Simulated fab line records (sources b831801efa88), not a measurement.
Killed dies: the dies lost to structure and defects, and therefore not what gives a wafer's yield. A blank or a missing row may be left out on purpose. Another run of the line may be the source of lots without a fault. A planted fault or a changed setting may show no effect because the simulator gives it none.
Which tool was responsible?	flow sky130	12 lots with 36 wafers sampled at 5 steps, on a route of 708 steps

== WHAT THE GAUGES READ, wafer by wafer ==
No reading from a measuring or inspecting step in the record can be judged against a usual standard deviation.

== EACH LOT AND THE TOOL THAT RAN IT (in order: tool; ch and the chambers of the sampled wafers; start) ==
lot	SKY_DNWELL_STRIP_08	SKY_VT_ADJUST_LVTN_COAT_02	SKY_VT_ADJUST_LVTN_STRIP_09	SKY_VIA1_SPUTTER_20	SKY_VIA2_CMP_02
L940	plasmaAsher-03 ch 0,1, day 3 18:24	lithoTrack-04 ch 0, day 7 07:07	plasmaAsher-03 ch 0, day 7 18:39	pvdSputter-04, day 35 06:35	cmp-02 ch 0,3, day 36 10:56
L941	plasmaAsher-01 ch 0,1, day 3 19:43	lithoTrack-03 ch 0, day 7 08:53	plasmaAsher-04 ch 0,1, day 7 19:36	pvdSputter-03, day 35 10:04	cmp-01 ch 0,3, day 36 14:13
L942	plasmaAsher-01 ch 0,1, day 4 00:19	lithoTrack-04 ch 0, day 7 15:34	plasmaAsher-03 ch 0,1, day 8 01:11	pvdSputter-03, day 35 19:51	cmp-01 ch 2,3, day 36 23:56
L944	plasmaAsher-04 ch 0,1, day 4 14:29	lithoTrack-04 ch 0, day 8 07:01	plasmaAsher-04 ch 0,1, day 8 18:13	pvdSputter-04, day 36 15:05	cmp-01 ch 0,2,3, day 37 19:11
L947	plasmaAsher-04 ch 0,1, day 5 01:21	lithoTrack-03 ch 0, day 8 19:02	plasmaAsher-01 ch 0,1, day 9 06:27	pvdSputter-03, day 37 05:43	cmp-01 ch 0,2,3, day 38 09:53
L948	plasmaAsher-04 ch 1, day 5 05:54	lithoTrack-03 ch 0, day 8 23:39	plasmaAsher-04 ch 1, day 9 12:14	pvdSputter-02, day 37 10:26	cmp-02 ch 0,2, day 38 14:14
L952	plasmaAsher-01 ch 0,1, day 6 03:09	lithoTrack-02 ch 0, day 10 02:18	plasmaAsher-04 ch 0, day 10 14:56	pvdSputter-04, day 39 05:08	cmp-01 ch 1,2,3, day 40 08:23
L956	plasmaAsher-01 ch 0,1, day 7 06:19	lithoTrack-04 ch 0, day 11 11:37	plasmaAsher-04 ch 0,1, day 12 00:05	pvdSputter-03, day 40 10:38	cmp-02 ch 0,1,3, day 41 13:44
L957	plasmaAsher-03 ch 0,1, day 7 09:31	lithoTrack-02 ch 0, day 11 14:48	plasmaAsher-01 ch 0,1, day 12 03:17	pvdSputter-02, day 41 04:23	cmp-02 ch 1,2, day 42 06:11
L958	plasmaAsher-01 ch 0,1, day 7 14:41	lithoTrack-04 ch 0, day 11 19:58	plasmaAsher-01 ch 0,1, day 12 09:11	pvdSputter-03, day 41 10:00	cmp-01 ch 0,1,2, day 42 12:33
L959	plasmaAsher-03 ch 0, day 7 17:47	lithoTrack-04 ch 0, day 12 00:53	plasmaAsher-04 ch 0,1, day 12 13:50	pvdSputter-03, day 41 08:38	cmp-02 ch 2,3, day 42 11:38
L961	plasmaAsher-03 ch 0,1, day 8 12:13	lithoTrack-03 ch 0, day 12 22:51	plasmaAsher-04 ch 0,1, day 13 12:10	pvdSputter-04, day 41 13:56	cmp-01 ch 0,2,3, day 42 16:51
- SKY_DNWELL_STRIP_08: strips in O2/N2.
- SKY_VT_ADJUST_LVTN_COAT_02: resist thk 3000 nm.
- SKY_VT_ADJUST_LVTN_STRIP_09: strips in O2/N2.
- SKY_VIA1_SPUTTER_20: material TiN, target thk 20 nm, time 80 s.
- SKY_VIA2_CMP_02: polishes SiO2.

== WHAT THE TOOLS THEMSELVES READ (means of the sampled wafers that have a number; where no wafer has one, the mark that the record gives instead) ==
SKY_DNWELL_STRIP_08.
lot	tool	drypumpMotorCurrentA (A)	oesProductAu (a.u.)	stripTimeToEndpointS (s)
L940	plasmaAsher-03	6.0	0.724	36.96
L941	plasmaAsher-01	6.4	0.719	36.85
L942	plasmaAsher-01	6.5	0.728	36.90
L944	plasmaAsher-04	5.6	0.727	36.88
L947	plasmaAsher-04	5.6	0.724	36.74
L948	plasmaAsher-04	5.6	0.722	36.79
L952	plasmaAsher-01	6.4	0.724	36.94
L956	plasmaAsher-01	6.4	0.718	37.00
L957	plasmaAsher-03	6.1	0.725	36.97
L958	plasmaAsher-01	6.5	0.720	36.99
L959	plasmaAsher-03	5.3	0.726	36.93
L961	plasmaAsher-03	6.0	0.725	36.90

SKY_VT_ADJUST_LVTN_COAT_02.
lot	tool	spinSpeedRpm (rpm)
L940	lithoTrack-04	2001.9
L941	lithoTrack-03	2000.7
L942	lithoTrack-04	1997.6
L944	lithoTrack-04	2000.0
L947	lithoTrack-03	2000.5
L948	lithoTrack-03	2001.2
L952	lithoTrack-02	2088.4
L956	lithoTrack-04	2001.3
L957	lithoTrack-02	2088.4
L958	lithoTrack-04	2001.1
L959	lithoTrack-04	2001.0
L961	lithoTrack-03	1999.8

SKY_VT_ADJUST_LVTN_STRIP_09.
lot	tool	drypumpMotorCurrentA (A)	oesProductAu (a.u.)	stripTimeToEndpointS (s)
L940	plasmaAsher-03	5.3	0.722	36.93
L941	plasmaAsher-04	5.5	0.719	36.91
L942	plasmaAsher-03	5.7	0.725	36.89
L944	plasmaAsher-04	5.5	0.724	37.08
L947	plasmaAsher-01	6.4	0.722	36.88
L948	plasmaAsher-04	5.6	0.722	37.04
L952	plasmaAsher-04	5.6	0.722	36.33
L956	plasmaAsher-04	5.7	0.722	36.86
L957	plasmaAsher-01	6.4	0.721	36.19
L958	plasmaAsher-01	6.4	0.718	36.94
L959	plasmaAsher-04	5.6	0.723	36.79
L961	plasmaAsher-04	5.5	0.720	36.93

SKY_VIA1_SPUTTER_20.
lot	tool	throttleValvePct (%)
L940	pvdSputter-04	29.6
L941	pvdSputter-03	28.7
L942	pvdSputter-03	29.0
L944	pvdSputter-04	29.9
L947	pvdSputter-03	28.6
L948	pvdSputter-02	29.8
L952	pvdSputter-04	29.7
L956	pvdSputter-03	29.1
L957	pvdSputter-02	30.0
L958	pvdSputter-03	28.6
L959	pvdSputter-03	29.3
L961	pvdSputter-04	31.1

SKY_VIA2_CMP_02.
lot	tool	edgeZonePressureFrac	motorCurrentA (A)	slurryFilterDpKPa (kPa)
L940	cmp-02	1.003	10.2	13.37
L941	cmp-01	1.006	14.5	13.71
L942	cmp-01	0.997	15.6	13.54
L944	cmp-01	0.999	14.3	13.56
L947	cmp-01	0.999	13.9	13.56
L948	cmp-02	1.004	12.7	13.51
L952	cmp-01	0.997	13.8	13.39
L956	cmp-02	0.999	11.6	13.46
L957	cmp-02	1.004	13.3	13.54
L958	cmp-01	1.000	13.1	13.68
L959	cmp-02	1.000	12.5	13.62
L961	cmp-01	1.001	14.8	13.56

== THE ANSWER, worked out from the rows above alone ==
Rule: the usual values come from the lots themselves. Put in order of their means at a reading, lots are off if they are a third of the lots or fewer, leave a main group of 4 or more, and stand apart from it by a gap of 3 or more times the standard deviation of the main group's means; of several such gaps the widest counts. If all means in a main group match to the digits the tables above print for the reading, that group is not used. Also off: a lot with no number at a reading for which 4 or more lots have one. All remaining lots with rows at the step are treated as sound. First the gauges in route order, then the tools' own readings, where a lot's mean is used as printed above. At the first step where some lot is off, the reading lying furthest off is the one used; lots without a number count as furthest.
Off, at SKY_VT_ADJUST_LVTN_COAT_02 on spinSpeedRpm: L952, L957. For the main group the mean is 2000.5 rpm and the standard deviation 1.1.
A tool fits if, at that step or a process step before it, it ran every lot that is off, and no sound lot after the first of them. One candidate fits, namely lithoTrack-02 at SKY_VT_ADJUST_LVTN_COAT_02. It ran no sound lot before its first lot that is off in this sample, so the start can't be narrowed down.
On the lots that are off, the tool's own readings at SKY_VT_ADJUST_LVTN_COAT_02 differ by more than 5 times the standard deviation of the sound lots' means, which bears it out; spinSpeedRpm reads 2088.4 rpm there versus 2000.5 rpm on the sound lots.

== WHAT WAS PUT IN BY THE SIMULATOR ==
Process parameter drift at SKY_VT_ADJUST_LVTN_COAT_02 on lithoTrack-02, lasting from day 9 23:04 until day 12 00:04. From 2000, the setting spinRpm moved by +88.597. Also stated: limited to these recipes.
Struck lots among those shown: L952, L957. Same finding as the rule above.
